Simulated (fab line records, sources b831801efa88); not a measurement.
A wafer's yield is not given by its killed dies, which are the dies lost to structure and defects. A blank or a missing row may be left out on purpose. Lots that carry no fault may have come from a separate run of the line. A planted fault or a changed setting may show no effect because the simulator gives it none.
fab line records	flow gf180mcu
record: lots: 24	wafers: 72	last-day: 34
route steps=602 shown DUAL_GATE@154 M1@318 M2@367 V2@400 V3@454 V4@491
lots that met no fault: taken from a fault-free run of the same line
start-h: hours from the record's opening day to when the first of the lot's shown wafers began	wait-h: time in hours since the lot's previous step	" unchanged from the row above	L1.1+2: one row covering several wafers at once	- value missing, or start not given	* or withheld: withheld	< > ~ a bound
route shown NAME@n: a module of which the file shows steps, and the number in the route of the first	usual: average and standard deviation across the fault-free wafers	same: alike in all rows	chamber/n: place in a boat	sites: readings site by site	_std_site: their standard deviation	_edge_site: mean of outer sites minus mean of inner sites	radius-mm: how far each site lies from the wafer's centre	mask NAME#n: copy n	behind: the last tool/chamber to shape the wafer	hold: cause of the lot's hold/its duration in hours/its outcome	device: the transistor (n, p or np) that didn't switch	end of line: tests of these same wafers at the route's end	step lacking rows: just its recipe	killed: at the first sort, the dies lost to defects and structure; wafer yield is something else	map: the dies of a wafer, with x for killed, . for not killed, _ for no die there
set.NAME: the setting that was run; set.NAME@STEP: the one run at that earlier step	model.NAME: the simulator's own value behind a step, which no gauge read
one table for each step of the route and one row for each wafer, over a sample of lots
services: from which hour (start-h, from the record's first day; less than 0 if before it) a tool's chamber was out of use, for how many hours, and why
== steps ==
step: GF_DUAL_GATE_STRIP_13
recipe: chemistry: O2/N2	power-w: 1400	pressure-mtorr: 1500	platen-temp-c: 250	o2-flow-sccm: 3000	n2-flow-sccm: 300	overash-fraction: 0.5
usual: drypump-motor-current-A: 5.8/0.43	heater-power-w: 320/12	oes-product-au: 0.716/0.0045	strip-time-to-endpoint-s: 12.625/0.03
lot.wafer	tool	chamber	start-h	wait-h	drypump-motor-current-A	heater-power-w	oes-product-au	rf-hours-counter-h	strip-time-to-endpoint-s
L074.4	plasma-asher-04	0	177.51	0.0	5.1	313	0.711	-	12.593
L074.5	"	1	"	"	6.2	330	0.709	-	12.627
L074.6	"	0	"	"	5.1	317	0.721	-	12.625
L075.1	plasma-asher-01	0	182.07	0.0	5.4	324	0.716	7	12.659
L075.2	"	1	"	"	6.1	299	0.721	7	12.654
L075.3	"	1	"	"	6.1	311	0.719	-	12.613
L076.1	plasma-asher-01	0	187.88	0.0	5.4	329	0.719	7	12.562
L076.4	"	1	"	"	6.1	306	0.709	-	12.581
L076.5	"	1	"	"	6.1	315	0.718	-	12.570
L077.2	plasma-asher-02	0	196.42	0.0	5.8	292	0.713	57	12.618
L077.3	"	1	"	"	6.0	348	0.719	-	12.609
L077.6	"	1	"	"	6.0	338	0.720	-	12.558
L078.2	plasma-asher-01	1	204.72	0.0	6.1	307	0.715	9	12.650
L078.3	"	1	"	"	6.1	315	0.721	-	12.625
L078.5	"	1	"	"	6.1	311	0.712	-	12.613
L079.2	plasma-asher-04	1	212.68	0.0	6.2	325	0.717	55	12.630
L079.5	"	0	"	"	5.1	326	0.716	-	12.597
L079.6	"	1	"	"	6.2	335	0.716	-	12.634
L080.1	plasma-asher-01	1	224.46	0.0	6.1	316	0.714	11	12.649
L080.2	"	0	"	"	5.4	331	0.718	11	12.596
L080.4	"	0	"	"	5.4	319	0.717	-	12.614
L081.1	plasma-asher-01	1	225.87	0.0	6.1	309	0.714	11	12.694
L081.4	"	1	"	"	6.1	313	0.712	-	12.642
L081.5	"	0	"	"	5.4	323	0.720	-	12.668
L082.1	plasma-asher-04	0	235.23	0.0	5.0	312	0.708	58	12.664
L082.4	"	1	"	"	6.3	334	0.722	-	12.576
L082.5	"	0	"	"	5.1	320	0.714	-	12.601
L083.1	plasma-asher-01	0	248.98	0.0	5.4	317	0.721	13	12.646
L083.4	"	1	"	"	6.1	311	0.712	-	12.566
L083.6	"	0	"	"	5.4	322	0.720	-	12.610
L084.2	plasma-asher-04	1	249.13	0.0	6.3	331	0.714	59	12.597
L084.3	"	0	"	"	5.1	321	0.707	-	12.603
L084.4	"	1	"	"	6.3	324	0.713	-	12.599
L085.2	plasma-asher-02	0	253.23	0.0	5.8	307	0.719	63	12.615
L085.4	"	1	"	"	6.0	341	0.710	-	12.619
L085.6	"	0	"	"	5.8	296	0.706	-	12.596
L086.1	plasma-asher-04	1	259.51	0.0	6.3	325	0.713	60	12.606
L086.3	"	1	"	"	6.3	334	0.719	-	12.554
L086.4	"	0	"	"	5.1	317	0.712	-	12.588
L087.1	plasma-asher-04	1	272.97	0.0	6.2	342	0.714	62	12.625
L087.2	"	0	"	"	5.0	317	0.715	62	12.635
L087.6	"	1	"	"	6.2	335	0.718	-	12.604
L088.1	plasma-asher-01	1	275.90	0.0	6.1	301	0.721	16	12.627
L088.2	"	0	"	"	5.4	322	0.717	16	12.647
L088.5	"	1	"	"	6.1	312	0.716	-	12.611
L089.2	plasma-asher-02	0	285.02	0.0	5.8	312	0.716	67	12.590
L089.5	"	0	"	"	5.8	299	0.720	-	12.637
L089.6	"	1	"	"	6.0	336	0.725	-	12.627
L090.1	plasma-asher-02	0	292.92	0.0	5.8	309	0.717	68	12.638
L090.2	"	1	"	"	6.0	344	0.714	68	12.624
L090.6	"	1	"	"	6.0	341	0.717	-	12.608
L091.3	plasma-asher-02	0	298.60	0.0	5.8	299	0.717	-	12.603
L091.4	"	1	"	"	6.0	338	0.718	-	12.599
L091.6	"	1	"	"	6.0	339	0.713	-	12.603
L092.1	plasma-asher-04	1	303.93	0.0	6.2	333	0.709	65	12.642
L092.3	"	0	"	"	5.1	311	0.714	-	12.620
L092.5	"	1	"	"	6.2	335	0.713	-	12.641
L093.1	plasma-asher-01	1	310.58	0.0	6.1	306	0.713	19	12.633
L093.2	"	0	"	"	5.4	323	0.723	19	12.651
L093.4	"	1	"	"	6.1	312	0.715	-	12.663
L094.2	plasma-asher-01	0	317.67	0.0	5.4	325	0.713	20	12.631
L094.4	"	1	"	"	6.1	312	0.724	-	12.625
L094.6	"	1	"	"	6.1	308	0.719	-	12.656
L095.1	plasma-asher-04	0	323.92	0.0	5.0	319	0.716	67	12.601
L095.3	"	1	"	"	6.2	333	0.716	-	12.599
L095.4	"	0	"	"	5.1	315	0.716	-	12.607
L096.3	plasma-asher-01	0	331.70	0.0	5.4	317	0.721	-	12.616
L096.4	"	1	"	"	6.1	305	0.721	-	12.639
L096.6	"	1	"	"	6.1	308	0.710	-	12.680
L097.2	plasma-asher-01	1	340.92	0.0	6.1	305	0.714	22	12.632
L097.5	"	1	"	"	6.1	307	0.715	-	12.617
L097.6	"	0	"	"	5.4	320	0.723	-	12.693
step: GF_M1_SPUTTER_03
recipe: material: Ti	target-thk-nm: 10	substrate-temp-c: 300	chamber-pressure-pa: 0.3	power-w: 3000	time-s: 6.7
usual: throttle-valve-pct: 30.1/1
lot.wafer	tool	chamber	start-h	wait-h	throttle-valve-pct
L074.4	pvd-sputter-01	-	364.54	0.0	30.8
L074.5	"	-	"	"	30.8
L074.6	"	-	"	"	30.5
L075.1	pvd-sputter-02	-	371.11	0.0	27.9
L075.2	"	-	"	"	30.3
L075.3	"	-	"	"	30.4
L076.1	pvd-sputter-01	-	380.31	0.0	30.2
L076.4	"	-	"	"	30.9
L076.5	"	-	"	"	30.2
L077.2	pvd-sputter-02	-	389.82	0.0	30.9
L077.3	"	-	"	"	30.5
L077.6	"	-	"	"	30.7
L078.2	pvd-sputter-04	-	399.94	0.0	28.8
L078.3	"	-	"	"	29.1
L078.5	"	-	"	"	30.6
L079.2	pvd-sputter-02	-	411.66	0.0	27.8
L079.5	"	-	"	"	30.7
L079.6	"	-	"	"	30.5
L080.1	pvd-sputter-01	-	425.76	0.0	30.3
L080.2	"	-	"	"	30.3
L080.4	"	-	"	"	31.0
L081.1	pvd-sputter-04	-	426.96	0.0	31.6
L081.4	"	-	"	"	29.4
L081.5	"	-	"	"	29.1
L082.1	pvd-sputter-01	-	442.92	0.0	30.2
L082.4	"	-	"	"	30.9
L082.5	"	-	"	"	30.8
L083.1	pvd-sputter-01	-	458.74	0.0	30.1
L083.4	"	-	"	"	30.1
L083.6	"	-	"	"	31.0
L084.2	pvd-sputter-04	-	460.93	0.0	29.2
L084.3	"	-	"	"	29.0
L084.4	"	-	"	"	31.7
L085.2	pvd-sputter-04	-	467.97	0.0	30.4
L085.4	"	-	"	"	29.2
L085.6	"	-	"	"	29.0
L086.1	pvd-sputter-04	-	471.35	0.0	31.8
L086.3	"	-	"	"	30.6
L086.4	"	-	"	"	28.8
L087.1	pvd-sputter-01	-	489.06	0.0	30.6
L087.2	"	-	"	"	30.1
L087.6	"	-	"	"	30.3
L088.1	pvd-sputter-02	-	494.58	0.0	28.2
L088.2	"	-	"	"	30.7
L088.5	"	-	"	"	30.7
L089.2	pvd-sputter-04	-	502.94	0.0	31.8
L089.5	"	-	"	"	29.2
L089.6	"	-	"	"	31.7
L090.1	pvd-sputter-04	-	513.47	0.0	29.3
L090.2	"	-	"	"	28.7
L090.6	"	-	"	"	29.3
L091.3	pvd-sputter-04	-	518.12	0.0	29.6
L091.4	"	-	"	"	28.9
L091.6	"	-	"	"	28.8
L092.1	pvd-sputter-02	-	523.71	0.0	30.5
L092.3	"	-	"	"	27.6
L092.5	"	-	"	"	30.3
L093.1	pvd-sputter-04	-	536.09	0.0	30.4
L093.2	"	-	"	"	31.8
L093.4	"	-	"	"	28.8
L094.2	pvd-sputter-02	-	542.60	0.0	30.1
L094.4	"	-	"	"	30.8
L094.6	"	-	"	"	30.2
L095.1	pvd-sputter-04	-	545.79	0.0	28.9
L095.3	"	-	"	"	29.3
L095.4	"	-	"	"	31.8
L096.3	pvd-sputter-04	-	556.70	0.0	29.3
L096.4	"	-	"	"	31.8
L096.6	"	-	"	"	31.7
L097.2	pvd-sputter-02	-	567.39	0.0	30.6
L097.5	"	-	"	"	28.0
L097.6	"	-	"	"	30.5
step: GF_M2_RS_MEAS_05
recipe: thk-meas-gauge: four-point-probe	reads: TiN_of_M2_SPUTTER_04+Ti_of_M2_SPUTTER_03+AlCu_of_M2_SPUTTER_02+TiN_of_M2_SPUTTER_01+Ti_of_M2_SPUTTER_00
usual: M2_ALCU_RS: 0.0690/0.00083
lot.wafer	tool	chamber	start-h	wait-h	M2_ALCU_RS[ohm/sq]
L074.4	film-metro-04	-	413.53	0.1	0.0687
L074.5	"	-	"	"	0.0682
L074.6	"	-	"	"	0.0697
L075.1	film-metro-02	-	420.73	0.0	0.0703
L075.2	"	-	"	"	0.0689
L075.3	"	-	"	"	0.0684
L076.1	film-metro-04	-	431.31	0.0	0.0695
L076.4	"	-	"	"	0.0690
L076.5	"	-	"	"	0.0689
L077.2	film-metro-02	-	440.59	0.0	0.0699
L077.3	"	-	"	"	0.0686
L077.6	"	-	"	"	0.0694
L078.2	film-metro-02	-	451.61	0.0	0.0689
L078.3	"	-	"	"	0.0704
L078.5	"	-	"	"	0.0706
L079.2	film-metro-04	-	463.66	0.0	0.0692
L079.5	"	-	"	"	0.0710
L079.6	"	-	"	"	0.0698
L080.1	film-metro-04	-	477.54	0.0	0.0687
L080.2	"	-	"	"	0.0691
L080.4	"	-	"	"	0.0684
L081.1	film-metro-01	-	478.80	0.0	0.0686
L081.4	"	-	"	"	0.0688
L081.5	"	-	"	"	0.0684
L082.1	film-metro-02	-	494.72	0.0	0.0688
L082.4	"	-	"	"	0.0692
L082.5	"	-	"	"	0.0689
L083.1	film-metro-01	-	509.84	0.0	0.0682
L083.4	"	-	"	"	0.0695
L083.6	"	-	"	"	0.0697
L084.2	film-metro-04	-	512.14	0.0	0.0690
L084.3	"	-	"	"	0.0688
L084.4	"	-	"	"	0.0694
L085.2	film-metro-01	-	519.19	0.0	0.0681
L085.4	"	-	"	"	0.0686
L085.6	"	-	"	"	0.0683
L086.1	film-metro-01	-	522.27	0.0	0.0692
L086.3	"	-	"	"	0.0695
L086.4	"	-	"	"	0.0691
L087.1	film-metro-01	-	539.61	0.0	0.0673
L087.2	"	-	"	"	0.0667
L087.6	"	-	"	"	0.0664
L088.1	film-metro-01	-	544.38	0.0	0.0691
L088.2	"	-	"	"	0.0693
L088.5	"	-	"	"	0.0691
L089.2	film-metro-02	-	551.27	0.0	0.0691
L089.5	"	-	"	"	0.0695
L089.6	"	-	"	"	0.0688
L090.1	film-metro-02	-	562.87	0.0	0.0689
L090.2	"	-	"	"	0.0696
L090.6	"	-	"	"	0.0681
L091.3	film-metro-01	-	568.09	0.1	0.0685
L091.4	"	-	"	"	0.0697
L091.6	"	-	"	"	0.0698
L092.1	film-metro-02	-	572.85	0.0	0.0686
L092.3	"	-	"	"	0.0689
L092.5	"	-	"	"	0.0693
L093.1	film-metro-01	-	584.45	0.0	0.0677
L093.2	"	-	"	"	0.0697
L093.4	"	-	"	"	0.0677
L094.2	film-metro-04	-	590.50	0.0	0.0691
L094.4	"	-	"	"	0.0684
L094.6	"	-	"	"	0.0690
L095.1	film-metro-01	-	593.73	0.0	0.0699
L095.3	"	-	"	"	0.0704
L095.4	"	-	"	"	0.0697
L096.3	film-metro-04	-	602.24	0.1	0.0692
L096.4	"	-	"	"	0.0672
L096.6	"	-	"	"	0.0679
L097.2	film-metro-04	-	614.18	0.0	0.0711
L097.5	"	-	"	"	0.0706
L097.6	"	-	"	"	0.0709
step: GF_V2_STRIP_18
recipe: chemistry: O2/N2	power-w: 1400	pressure-mtorr: 1500	platen-temp-c: 250	o2-flow-sccm: 3000	n2-flow-sccm: 300	overash-fraction: 0.5
usual: drypump-motor-current-A: 5.9/0.39	heater-power-w: 318/36	oes-product-au: 0.593/0.0057
lot.wafer	tool	chamber	start-h	wait-h	drypump-motor-current-A	heater-power-w	oes-product-au	rf-hours-counter-h
L074.4	plasma-asher-01	0	464.22	-	5.4	318	0.590	-
L074.5	"	1	"	"	6.1	310	0.599	-
L074.6	"	0	"	"	5.4	327	0.591	-
L075.1	plasma-asher-03	1	470.94	-	6.7	400	0.591	69
L075.2	"	0	"	"	6.1	245	0.589	69
L075.3	"	1	"	"	6.7	401	0.589	-
L076.1	plasma-asher-02	0	481.97	-	5.9	311	0.588	6
L076.4	"	1	"	"	6.0	331	0.594	-
L076.5	"	0	"	"	5.9	302	0.581	-
L077.2	plasma-asher-01	0	490.65	-	5.4	326	0.597	37
L077.3	"	1	"	"	6.1	312	0.597	-
L077.6	"	0	"	"	5.4	322	0.589	-
L078.2	plasma-asher-01	1	501.95	-	6.1	304	0.597	38
L078.3	"	0	"	"	5.4	326	0.585	-
L078.5	"	0	"	"	5.4	329	0.588	-
L079.2	plasma-asher-01	0	513.12	-	5.4	320	0.598	39
L079.5	"	0	"	"	5.4	324	0.589	-
L079.6	"	1	"	"	6.1	311	0.588	-
L080.1	plasma-asher-02	1	525.84	-	6.0	324	0.595	11
L080.2	"	0	"	"	5.8	309	0.593	11
L080.4	"	0	"	"	5.9	311	0.595	-
L081.1	plasma-asher-03	1	527.42	-	6.7	395	0.599	75
L081.4	"	0	"	"	6.1	243	0.587	-
L081.5	"	0	"	"	6.1	249	0.593	-
L082.1	plasma-asher-03	1	543.80	-	6.7	395	0.594	76
L082.4	"	1	"	"	6.7	401	0.585	-
L082.5	"	0	"	"	6.1	249	0.586	-
L083.1	plasma-asher-02	0	557.32	-	5.8	311	0.596	14
L083.4	"	0	"	"	5.8	315	0.602	-
L083.6	"	0	"	"	5.8	312	0.596	-
L084.2	plasma-asher-01	1	560.14	-	6.1	312	0.592	44
L084.3	"	0	"	"	5.4	321	0.592	-
L084.4	"	1	"	"	6.1	313	0.603	-
L085.2	plasma-asher-03	1	566.12	-	6.7	398	0.590	79
L085.4	"	0	"	"	6.1	247	0.592	-
L085.6	"	0	"	"	6.1	244	0.593	-
L086.1	plasma-asher-01	1	569.20	-	6.1	304	0.591	45
L086.3	"	1	"	"	6.1	320	0.594	-
L086.4	"	0	"	"	5.4	320	0.590	-
L087.1	plasma-asher-02	1	585.77	-	6.0	321	0.599	17
L087.2	"	0	"	"	5.8	310	0.586	17
L087.6	"	0	"	"	5.9	309	0.590	-
L088.1	plasma-asher-01	0	589.94	-	5.4	322	0.600	47
L088.2	"	1	"	"	6.1	309	0.598	47
L088.5	"	0	"	"	5.4	332	0.589	-
L089.2	plasma-asher-01	1	595.77	-	6.1	308	0.598	48
L089.5	"	1	"	"	6.2	309	0.599	-
L089.6	"	0	"	"	5.4	325	0.592	-
L090.1	plasma-asher-02	1	608.02	-	6.0	325	0.591	19
L090.2	"	0	"	"	5.8	307	0.590	19
L090.6	"	0	"	"	5.8	306	0.599	-
L091.3	plasma-asher-02	0	612.05	-	5.9	307	0.586	-
L091.4	"	1	"	"	6.0	339	0.583	-
L091.6	"	0	"	"	5.8	306	0.600	-
L092.1	plasma-asher-01	0	616.17	-	5.4	322	0.593	50
L092.3	"	0	"	"	5.4	321	0.588	-
L092.5	"	1	"	"	6.1	307	0.593	-
L093.1	plasma-asher-01	0	626.90	-	5.4	318	0.597	51
L093.2	"	1	"	"	6.1	310	0.599	51
L093.4	"	1	"	"	6.1	313	0.602	-
L094.2	plasma-asher-03	1	633.24	-	6.7	387	0.601	86
L094.4	"	1	"	"	6.7	408	0.592	-
L094.6	"	0	"	"	6.1	247	0.595	-
L095.1	plasma-asher-01	0	637.03	-	5.4	324	0.581	52
L095.3	"	0	"	"	5.4	324	0.585	-
L095.4	"	1	"	"	6.1	303	0.592	-
L096.3	plasma-asher-01	0	645.02	-	5.4	325	0.596	-
L096.4	"	1	"	"	6.1	312	0.598	-
L096.6	"	0	"	"	5.4	329	0.588	-
L097.2	plasma-asher-01	1	656.69	-	6.1	313	0.599	54
L097.5	"	0	"	"	5.4	320	0.595	-
L097.6	"	1	"	"	6.1	308	0.589	-
step: GF_V3_THK_MEAS_25
recipe: thk-meas-gauge: xrf	reads: W_of_V3_CVD_23
usual: V3_W_THK: 352/7.1
lot.wafer	tool	chamber	start-h	wait-h	V3_W_THK[nm]
L074.4	film-metro-02	-	515.98	0.1	348
L074.5	"	-	"	"	356
L074.6	"	-	"	"	351
L075.1	film-metro-04	-	523.18	0.1	343
L075.2	"	-	"	"	359
L075.3	"	-	"	"	345
L076.1	film-metro-04	-	532.67	0.1	348
L076.4	"	-	"	"	353
L076.5	"	-	"	"	348
L077.2	film-metro-02	-	541.92	0.1	369
L077.3	"	-	"	"	377
L077.6	"	-	"	"	358
L078.2	film-metro-04	-	552.27	0.1	349
L078.3	"	-	"	"	343
L078.5	"	-	"	"	352
L079.2	film-metro-03	-	562.53	0.1	343
L079.5	"	-	"	"	355
L079.6	"	-	"	"	342
L080.1	film-metro-04	-	574.73	0.1	360
L080.2	"	-	"	"	350
L080.4	"	-	"	"	357
L081.1	film-metro-04	-	576.55	0.1	347
L081.4	"	-	"	"	350
L081.5	"	-	"	"	346
L082.1	film-metro-02	-	592.20	0.1	369
L082.4	"	-	"	"	372
L082.5	"	-	"	"	353
L083.1	film-metro-04	-	604.06	0.1	364
L083.4	"	-	"	"	360
L083.6	"	-	"	"	363
L084.2	film-metro-04	-	606.54	0.1	345
L084.3	"	-	"	"	347
L084.4	"	-	"	"	341
L085.2	film-metro-03	-	613.24	0.1	353
L085.4	"	-	"	"	351
L085.6	"	-	"	"	353
L086.1	film-metro-04	-	616.61	0.1	350
L086.3	"	-	"	"	349
L086.4	"	-	"	"	344
L087.1	film-metro-04	-	630.80	0.1	358
L087.2	"	-	"	"	358
L087.6	"	-	"	"	354
L088.1	film-metro-04	-	635.41	0.1	339
L088.2	"	-	"	"	347
L088.5	"	-	"	"	343
L089.2	film-metro-03	-	641.76	0.1	348
L089.5	"	-	"	"	346
L089.6	"	-	"	"	352
L090.1	film-metro-04	-	651.69	0.1	345
L090.2	"	-	"	"	350
L090.6	"	-	"	"	353
L091.3	film-metro-03	-	656.07	0.1	348
L091.4	"	-	"	"	358
L091.6	"	-	"	"	353
L092.1	film-metro-03	-	660.93	0.1	351
L092.3	"	-	"	"	352
L092.5	"	-	"	"	365
L093.1	film-metro-02	-	670.35	0.1	352
L093.2	"	-	"	"	356
L093.4	"	-	"	"	354
L094.2	film-metro-04	-	676.57	0.1	346
L094.4	"	-	"	"	360
L094.6	"	-	"	"	354
L095.1	film-metro-04	-	680.00	0.1	354
L095.3	"	-	"	"	353
L095.4	"	-	"	"	359
L096.3	film-metro-03	-	686.47	0.1	349
L096.4	"	-	"	"	350
L096.6	"	-	"	"	346
L097.2	film-metro-02	-	698.06	0.1	358
L097.5	"	-	"	"	359
L097.6	"	-	"	"	349
step: GF_V4_OVL_MEAS_15
usual: V4_OVL: 1/5.7
lot.wafer	tool	chamber	start-h	wait-h	V4_OVL[nm]
L074.4	overlay-02	-	563.69	0.1	-2
L074.5	"	-	"	"	-1
L074.6	"	-	"	"	-4
L075.1	overlay-02	-	570.94	0.1	4
L075.2	"	-	"	"	6
L075.3	"	-	"	"	9
L076.1	overlay-02	-	579.32	0.1	-1
L076.4	"	-	"	"	-6
L076.5	"	-	"	"	-4
L077.2	overlay-01	-	588.23	0.1	8
L077.3	"	-	"	"	2
L077.6	"	-	"	"	2
L078.2	overlay-01	-	598.44	0.1	7
L078.3	"	-	"	"	9
L078.5	"	-	"	"	2
L079.2	overlay-01	-	608.28	0.1	4
L079.5	"	-	"	"	1
L079.6	"	-	"	"	4
L080.1	overlay-02	-	619.32	0.1	-2
L080.2	"	-	"	"	1
L080.4	"	-	"	"	-2
L081.1	overlay-02	-	620.57	0.1	2
L081.4	"	-	"	"	7
L081.5	"	-	"	"	1
L082.1	overlay-01	-	636.00	0.1	2
L082.4	"	-	"	"	7
L082.5	"	-	"	"	2
L083.1	overlay-01	-	646.52	0.1	11
L083.4	"	-	"	"	7
L083.6	"	-	"	"	4
L084.2	overlay-02	-	649.34	0.1	1
L084.3	"	-	"	"	-1
L084.4	"	-	"	"	-3
L085.2	overlay-02	-	655.99	0.1	11
L085.4	"	-	"	"	1
L085.6	"	-	"	"	3
L086.1	overlay-02	-	658.95	0.1	-8
L086.3	"	-	"	"	-6
L086.4	"	-	"	"	-9
L087.1	overlay-02	-	672.28	0.1	2
L087.2	"	-	"	"	5
L087.6	"	-	"	"	7
L088.1	overlay-01	-	676.78	0.1	-3
L088.2	"	-	"	"	-7
L088.5	"	-	"	"	5
L089.2	overlay-01	-	682.44	0.1	-2
L089.5	"	-	"	"	4
L089.6	"	-	"	"	3
L090.1	overlay-01	-	691.02	0.1	-2
L090.2	"	-	"	"	-4
L090.6	"	-	"	"	-14
L091.3	overlay-02	-	696.38	0.1	-3
L091.4	"	-	"	"	-15
L091.6	"	-	"	"	-7
L092.1	overlay-02	-	700.93	0.1	-11
L092.3	"	-	"	"	-8
L092.5	"	-	"	"	-4
L093.1	overlay-02	-	709.42	0.1	0
L093.2	"	-	"	"	11
L093.4	"	-	"	"	6
L094.2	overlay-01	-	714.94	0.1	4
L094.4	"	-	"	"	9
L094.6	"	-	"	"	4
L095.1	overlay-01	-	718.85	0.1	2
L095.3	"	-	"	"	8
L095.4	"	-	"	"	1
L096.3	overlay-01	-	724.61	0.1	4
L096.4	"	-	"	"	1
L096.6	"	-	"	"	-1
L097.2	overlay-01	-	736.66	0.1	0
L097.5	"	-	"	"	-1
L097.6	"	-	"	"	4
== services ==
tool	chamber	start-h	hours	kind
pvd-sputter-02	-	153.68	1.2	repair
pvd-sputter-01	-	168.70	1.3	repair
plasma-asher-03	-	197.65	0.9	repair
pvd-sputter-04	-	211.84	1.9	repair
plasma-asher-03	-	214.13	2.8	pm
plasma-asher-01	-	283.55	2.8	pm
pvd-sputter-02	-	350.34	4.9	repair
plasma-asher-04	-	388.35	2.8	pm
pvd-sputter-01	-	391.13	4.3	repair
plasma-asher-04	-	399.21	13.2	repair
plasma-asher-02	-	421.25	9.0	pm
pvd-sputter-01	-	429.76	3.0	repair
plasma-asher-01	-	449.42	8.5	repair
plasma-asher-02	-	459.60	0.7	repair
plasma-asher-04	-	476.50	1.3	repair
pvd-sputter-01	-	478.90	2.3	repair
pvd-sputter-01	-	490.01	11.6	repair
plasma-asher-03	-	492.77	2.5	repair
plasma-asher-04	-	521.02	1.2	repair
pvd-sputter-04	-	529.79	0.6	repair
pvd-sputter-02	-	602.87	5.4	repair
plasma-asher-03	-	615.09	4.0	pm
plasma-asher-04	-	650.99	3.9	repair
plasma-asher-04	-	654.85	14.6	pm
== key ==
fault none
